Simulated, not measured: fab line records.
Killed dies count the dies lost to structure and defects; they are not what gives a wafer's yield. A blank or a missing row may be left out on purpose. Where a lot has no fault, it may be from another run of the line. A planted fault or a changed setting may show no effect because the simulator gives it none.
Chamber matching -- flow sky130 -- 3 sister chambers for SKY_CAP2M_CVD_00 on pecvd-02
The step deposits SiO2, target thk 15.5 nm. 16 wafers are shown with their chamber, then 8 later ones without.

== WAFERS WITH THEIR CHAMBER ==
wafer,chamber,heaterPowerW (W)
L077.1,1,650
L077.3,0,772
L077.6,1,649
L079.1,2,743
L079.4,0,778
L079.6,2,741
L083.1,2,776
L083.2,1,592
L083.4,1,611
L087.2,0,751
L087.5,2,727
L087.6,1,654
L089.1,0,816
L089.2,2,778
L089.4,0,793
L096.4,2,842

SIGNATURES (means of the wafers above)
reading,chamber 0,chamber 1,chamber 2,scatter within a chamber
heaterPowerW,782.00,631.20,767.83,33
Rule: a wafer lies at a distance from a chamber equal to the root of the sum of squares, over the readings, of (its reading less the chamber's mean, divided by the reading's scatter). If the next closest chamber is less than 2 further off than the closest, the wafer can't be placed; otherwise it belongs to the closest. How the scatter is found: for the shown wafers, subtract from each reading the mean of its chamber, square and add these, divide the total by (wafers less chambers), then take the root.

== WAFERS WHOSE CHAMBER IS MISSING ==
wafer,heaterPowerW (W)
L096.5,660
L096.6,721
L095.2,539
L095.3,785
L095.5,753
L097.1,769
L097.4,656
L097.5,798

== WHICH CHAMBER EACH ONE RAN IN ==
wafer,from the rows above,in truth
L096.5,1,1
L096.6,can't be placed: 2 or 0 or 1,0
L095.2,1,1
L095.3,can't be placed: 0 or 2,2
L095.5,can't be placed: 2 or 0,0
L097.1,can't be placed: 2 or 0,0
L097.4,1,1
L097.5,can't be placed: 0 or 2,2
Correctly placed: 3 of 8. Can't be placed from these rows: 5 (the true chamber is among the candidates in 5). 0 placed wrongly.
